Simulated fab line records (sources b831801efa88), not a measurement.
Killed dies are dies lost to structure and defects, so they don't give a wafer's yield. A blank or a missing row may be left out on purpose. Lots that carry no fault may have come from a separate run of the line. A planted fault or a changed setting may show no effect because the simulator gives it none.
Matching of chambers	flow gf180mcu	GF_V2_ETCH_16 on rieDiel-03 has 3 sister chambers
The step etches BARC in N2/H2. 6 wafers are shown with their chamber, then 4 later ones without.

## WAFERS PAIRED WITH THEIR CHAMBERS
wafer	chamber	drypumpMotorCurrentA (A)	throttleValvePct (%)
L078.3	1	5.4	13.219
L080.1	0	6.0	13.205
L080.2	1	5.4	13.219
L080.3	2	5.6	13.239
L085.1	2	5.7	13.235
L085.4	0	6.1	13.229

## WAFERS WHOSE CHAMBER IS MISSING
wafer	drypumpMotorCurrentA (A)	throttleValvePct (%)
L085.6	5.7	13.227
L090.1	5.7	13.234
L094.4	5.7	13.217
L094.5	6.1	13.215

## WHICH CHAMBER EACH WENT THROUGH
wafer	from the rows above	in truth
L085.6	2	2
L090.1	2	2
L094.4	2	2
L094.5	0	0
4 of 4 placed correctly. Left unplaced by these rows: 0. Number placed wrongly: 0.
How it was worked out, from the rows above alone: a wafer's distance from a chamber is the root of the sum, over the readings, of the square of ((its reading less the chamber's mean) divided by the reading's scatter). If the next closest chamber is less than 2 further off than the closest, the wafer can't be placed; otherwise it belongs to the closest. Each chamber's mean is taken over the wafers shown for it. How the scatter is found: for the shown wafers, subtract from each reading the mean of its chamber, square and add these, divide the total by (wafers less chambers), then take the root.
